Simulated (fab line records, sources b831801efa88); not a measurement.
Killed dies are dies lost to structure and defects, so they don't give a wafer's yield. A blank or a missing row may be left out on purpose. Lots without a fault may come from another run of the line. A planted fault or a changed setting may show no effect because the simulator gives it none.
Problem report in the 8D (eight disciplines) form, filled by code | flow sky130 | the parts of the form that need people (team, actions taken, sign-off) are left out

1. THE PROBLEM
cd_nm at SKY_VIA3_CD_MEAS_12 reads a mean of 155.8 nm on 5 wafers of 3 lots; wafers without a fault read 200.2 nm with a standard deviation of 1.3. That is -34 standard deviations from the usual mean.
The step: target cd 200 nm.
First seen on wafer L706.5, day 43 21:28, on cd_sem-01. The record holds 45 wafers of 15 lots with a number at this step. Rule for "out", or "out of limits": more than 4 standard deviations from the usual mean. The other wafers with a number count as sound.

2. WHAT IT IS AND WHAT IT IS NOT
question                    | is                                     | is not
which readings at this step | cd_nm                                  | -
which lots                  | L706, L708, L710                       | L694, L695, L696, L697, L698, L699, L700, L701, L702, L704, L705, L707
which wafers of those lots  | L706.5, L708.1, L708.3, L710.3, L710.5 | L706.2, L706.6, L708.2, L710.2
read on which gauges        | cd_sem-01, cd_sem-02                   | -
when                        | from day 43 21:28                      | up to then (38 sound wafers); but 2 sound wafers of L708, L710 came after

3. SUSPECTS, AND WHAT RULES EACH OUT
Counting: a tool at a process step up to the reading stays a suspect if it ran every lot that is out. Sound lots after the first of them don't rule it out here, since some wafers of a struck lot are sound.
- the gauge at SKY_VIA3_CD_MEAS_12: ruled out. The wafers that are out were read on 2 gauges (cd_sem-01, cd_sem-02).
- krf_scanner-02 at SKY_VIA3_EXPOSE_09 (exposes mask VIM3, target cd 200 nm): kept. It ran every lot that is out, first L706 (day 43 09:08); its last sound lot up to then is L700 (day 43 07:26).
Left after counting: krf_scanner-02 at SKY_VIA3_EXPOSE_09.

4. THE CAUSE (what the simulator had put in)
Process parameter drift: krf_scanner-02, from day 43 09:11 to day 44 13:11, at SKY_VIA3_EXPOSE_09. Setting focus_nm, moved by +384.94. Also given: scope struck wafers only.
Counting left only this tool.

5. THE CHAIN OF EFFECTS, in route order
Each row: a reading whose mean over the struck wafers that have a number lies more than 3 standard deviations from the usual. Only readings for which the record gives a usual standard deviation are gone through. hours: the time from each lot's start at the first step in this table that gives one to its start at this step, as a median over the lots. sigmas: the change in usual standard deviations.
hours | step                | reading | usual    | on struck wafers | change | sigmas
0     | SKY_VIA3_CD_MEAS_12 | cd_nm   | 200.2 nm | 155.8            | -44.4  | -34
Later measuring or inspecting steps at which every struck wafer that the step has a row for has a number for every such reading, and none has moved that far: SKY_VIA3_OVL_MEAS_13.

6. WHAT WOULD HAVE CAUGHT IT SOONER
In this record the first reading out of limits at a measuring or inspecting step was taken at day 43 21:28, 12 hours after the fault began at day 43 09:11.
Of the tool readings at SKY_VIA3_EXPOSE_09 for which the record gives a usual standard deviation, none was out on any struck wafer, so an alarm limit of 4 standard deviations on them would not have fired.
All the lots that are out (3) had begun SKY_VIA3_EXPOSE_09 on krf_scanner-02 by day 43 21:28. A hold on the tool at that time would have spared none of them.
